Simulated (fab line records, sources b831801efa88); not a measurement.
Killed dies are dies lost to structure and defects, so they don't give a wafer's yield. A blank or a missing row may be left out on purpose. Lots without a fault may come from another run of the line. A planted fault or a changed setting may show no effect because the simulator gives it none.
Which tool did it? | flow gf180mcu | 11 lots, 32 wafers sampled, at 7 steps of a route of 602

WHAT THE GAUGES READ, wafer by wafer
GF_HV_LDD_TW_MEAS_50.
lot  | measured     | on            | HV_LDD_4_TW
L283 | day 12 04:37 | film_metro-01 | 564 564 567
L286 | day 13 07:09 | film_metro-04 | 558 560 559
L287 | day 13 18:16 | film_metro-03 | 574 571 572
L293 | day 15 16:52 | film_metro-04 | 566 570 568
L294 | day 16 01:32 | film_metro-01 | 572 570 569
L295 | day 16 06:42 | film_metro-01 | 570 571
L296 | day 16 22:31 | film_metro-01 | 569 569 571
L300 | day 18 18:56 | film_metro-01 | 567 564 563
L302 | day 19 02:41 | film_metro-04 | 568 564 566
L304 | day 19 06:13 | film_metro-03 | 563 564 564
L305 | day 20 00:26 | film_metro-03 | 561 560 561

GF_PSD_CD_MEAS_07: target cd 400 nm.
lot  | measured     | on        | cd_nm (nm)
L283 | day 14 00:24 | cd_sem-01 | 398.0 399.8 399.7
L286 | day 15 03:58 | cd_sem-02 | 397.0 396.1 397.5
L287 | day 15 17:07 | cd_sem-02 | 401.5 398.0 397.3
L293 | day 17 15:49 | cd_sem-01 | 402.1 403.3 401.7
L294 | day 18 00:47 | cd_sem-02 | 401.8 404.6 402.6
L295 | day 18 08:01 | cd_sem-01 | 394.7 393.6
L296 | day 19 00:40 | cd_sem-02 | 404.5 403.2 402.7
L300 | day 20 22:13 | cd_sem-01 | 398.7 401.0 397.1
L302 | day 21 05:32 | cd_sem-01 | 398.9 399.8 399.8
L304 | day 21 09:21 | cd_sem-01 | 398.4 399.3 398.4
L305 | day 22 02:27 | cd_sem-01 | 396.2 395.8 397.6

GF_PSD_OVL_MEAS_08.
lot  | measured     | on         | PSD_OVL (nm)
L283 | day 14 00:29 | overlay-02 | -0.7 -0.9 0.3
L286 | day 15 04:05 | overlay-02 | 0.4 -0.9 0.0
L287 | day 15 17:14 | overlay-01 | -1.0 -1.9 -1.6
L293 | day 17 15:56 | overlay-01 | 0.1 1.3 1.4
L294 | day 18 00:53 | overlay-01 | -1.6 -0.9 -2.3
L295 | day 18 08:08 | overlay-01 | -0.6 0.7
L296 | day 19 00:47 | overlay-02 | -0.7 -3.8 -1.2
L300 | day 20 22:17 | overlay-02 | 0.2 -0.1 1.5
L302 | day 21 05:38 | overlay-01 | -1.7 -1.1 0.4
L304 | day 21 09:28 | overlay-01 | -0.4 1.0 -2.0
L305 | day 22 02:34 | overlay-02 | -1.1 0.1 0.7

GF_PSD_TW_MEAS_11.
lot  | measured     | on            | PSD_TW
L283 | day 14 00:47 | film_metro-04 | 3164 3174 3175
L286 | day 15 04:22 | film_metro-04 | 3164 3159 3166
L287 | day 15 17:31 | film_metro-04 | 3159 3168 3154
L293 | day 17 16:13 | film_metro-01 | 3141 3157 3157
L294 | day 18 01:10 | film_metro-04 | 2834 2814 2816 2823 2817 2833
L295 | day 18 08:25 | film_metro-01 | 2805 2812 2822 2802
L296 | day 19 01:04 | film_metro-04 | 3169 3150 3157
L300 | day 20 22:49 | film_metro-04 | 3137 3148 3147
L302 | day 21 05:56 | film_metro-02 | 3175 3161 3164
L304 | day 21 09:46 | film_metro-02 | 3165 3152 3167
L305 | day 22 02:53 | film_metro-04 | 3149 3138 3160

GF_PSD_RS_MEAS_15: measures by four-point-probe.
lot  | measured     | on            | PSD_RS (ohm/sq)
L283 | day 14 01:07 | film_metro-01 | 108.66 108.82 108.74
L286 | day 15 04:46 | film_metro-01 | 108.58 108.21 108.83
L287 | day 15 17:50 | film_metro-01 | 108.88 108.78 108.53
L293 | day 17 16:38 | film_metro-02 | 108.50 108.40 108.32
L294 | day 18 03:46 | film_metro-01 | 142.04 141.83 141.69 142.15 141.82 141.52
L295 | day 18 11:20 | film_metro-02 | 143.48 144.03 143.68 144.25
L296 | day 19 01:28 | film_metro-01 | 108.79 108.67 108.89
L300 | day 20 23:09 | film_metro-04 | 108.59 108.90 108.53
L302 | day 21 06:16 | film_metro-02 | 108.68 108.52 108.71
L304 | day 21 10:11 | film_metro-02 | 108.66 108.97 109.25
L305 | day 22 03:12 | film_metro-04 | 108.36 108.46 108.52

WHICH TOOL RAN EACH LOT (tool, then ch and the chambers of the sampled wafers, then the start)
lot  | GF_PSD_IMPLANT_09               | GF_PSD_STRIP_10
L283 | implanter-04 ch 0, day 14 00:34 | plasma_asher-03 ch 0,1, day 14 00:42
L286 | implanter-01 ch 0, day 15 04:07 | plasma_asher-02 ch 0,1, day 15 04:16
L287 | implanter-04 ch 0, day 15 17:16 | plasma_asher-04 ch 0,1, day 15 17:25
L293 | implanter-03 ch 0, day 17 15:59 | plasma_asher-03 ch 0,1, day 17 16:07
L294 | implanter-04 ch 0, day 18 00:56 | plasma_asher-04 ch 1, day 18 01:04
L295 | implanter-04 ch 0, day 18 08:10 | plasma_asher-04 ch 0,1, day 18 08:19
L296 | implanter-01 ch 0, day 19 00:50 | plasma_asher-02 ch 0, day 19 00:58
L300 | implanter-01 ch 0, day 20 22:36 | plasma_asher-04 ch 0,1, day 20 22:43
L302 | implanter-03 ch 0, day 21 05:43 | plasma_asher-02 ch 0,1, day 21 05:50
L304 | implanter-03 ch 0, day 21 09:31 | plasma_asher-04 ch 0,1, day 21 09:40
L305 | implanter-03 ch 0, day 22 02:37 | plasma_asher-03 ch 0,1, day 22 02:46
- GF_PSD_IMPLANT_09
- GF_PSD_STRIP_10: strips in O2/N2.

WHAT THE TOOLS THEMSELVES READ (means of the sampled wafers that have a number; where no wafer has one, the mark that the record gives instead)
GF_PSD_IMPLANT_09.
lot  | tool         | beam_energy_keV | dose_ions_cm2 | end_station_pressure_torr (Torr) | faraday_current_uA
L283 | implanter-04 | 40.003          | 1.4985e+15    | 1.14e-05                         | 8187
L286 | implanter-01 | 40.002          | 1.4986e+15    | 1.17e-05                         | 8209
L287 | implanter-04 | 40.009          | 1.4993e+15    | 1.14e-05                         | 8244
L293 | implanter-03 | 40.002          | 1.4980e+15    | 1.16e-05                         | 8250
L294 | implanter-04 | 40.006          | 9.1253e+14    | 9.07e-06                         | 5116
L295 | implanter-04 | 40.005          | 9.1030e+14    | 9.20e-06                         | 5002
L296 | implanter-01 | 39.985          | 1.4990e+15    | 1.19e-05                         | 8268
L300 | implanter-01 | 40.005          | 1.5007e+15    | 1.20e-05                         | 8418
L302 | implanter-03 | 40.004          | 1.5007e+15    | 1.17e-05                         | 8362
L304 | implanter-03 | 39.993          | 1.4989e+15    | 1.10e-05                         | 8428
L305 | implanter-03 | 39.997          | 1.4983e+15    | 1.14e-05                         | 8365

GF_PSD_STRIP_10.
lot  | tool            | drypump_motor_current_A (A) | heater_power_w (W) | oes_product_au (a.u.) | strip_time_to_endpoint_s (s)
L283 | plasma_asher-03 | 5.8                         | 359                | 0.591                 | 16.57
L286 | plasma_asher-02 | 6.2                         | 352                | 0.589                 | 16.56
L287 | plasma_asher-04 | 5.6                         | 343                | 0.597                 | 16.56
L293 | plasma_asher-03 | 6.1                         | 356                | 0.588                 | 16.51
L294 | plasma_asher-04 | 5.1                         | 326                | 0.630                 | 15.05
L295 | plasma_asher-04 | 5.4                         | 341                | 0.627                 | 15.00
L296 | plasma_asher-02 | 6.5                         | 389                | 0.590                 | 16.56
L300 | plasma_asher-04 | 5.6                         | 346                | 0.588                 | 16.51
L302 | plasma_asher-02 | 6.2                         | 352                | 0.589                 | 16.52
L304 | plasma_asher-04 | 5.5                         | 342                | 0.590                 | 16.55
L305 | plasma_asher-03 | 6.1                         | 351                | 0.588                 | 16.55

THE ANSWER, worked out from the rows above alone
Rule: what is usual is taken from the lots themselves. Put in order of their means at a reading, lots are off if they are a third of the lots or fewer, leave a main group of 4 or more, and stand apart from it by a gap of 3 or more times the standard deviation of the main group's means; of several such gaps the widest counts. A main group whose means are all the same, to the digits that the tables above print for the reading, isn't used. A lot without any number at a reading at which 4 lots or more have one is off too. The other lots that the step has rows for count as sound. The gauges are gone through in route order, then the tools' own readings, and for those a lot's mean is taken as printed above. The first step at which some lot is off is used, and at that step the reading that is off furthest; a lot without a number counts as furthest.
Off: L294, L295, at GF_PSD_TW_MEAS_11 (PSD_TW). The main group: mean 3158, standard deviation 8.2.
A tool fits if, at a process step before that reading, it ran every lot that is off, and no sound lot after the first of them. The gauges at GF_PSD_TW_MEAS_11 aren't tried: what is off there is off at GF_PSD_IMPLANT_09 too, on other tools, and a gauge's error can't cause that. One fits: implanter-04 at GF_PSD_IMPLANT_09. Its last sound lot is L287 (day 15 17:16), its first lot that is off L294 (day 18 00:56): a fault that began between those two fits.
The tool's own readings at GF_PSD_IMPLANT_09 bear it out: on the lots that are off they differ by more than 5 times the standard deviation of the sound lots' means. dose_ions_cm2 reads 9.1142e+14 there against 1.4991e+15 on the sound lots; end_station_pressure_torr reads 9.13e-06 Torr there against 1.16e-05 Torr on the sound lots; faraday_current_uA reads 5059 there against 8303 on the sound lots.

WHAT THE SIMULATOR HAD PUT IN
Process parameter drift: implanter-04, from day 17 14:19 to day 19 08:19, at GF_PSD_IMPLANT_09. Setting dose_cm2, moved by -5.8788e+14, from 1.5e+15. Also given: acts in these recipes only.
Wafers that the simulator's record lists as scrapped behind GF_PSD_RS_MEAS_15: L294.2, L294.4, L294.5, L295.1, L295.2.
Lots struck among those shown: L294, L295. The rule above found the same.
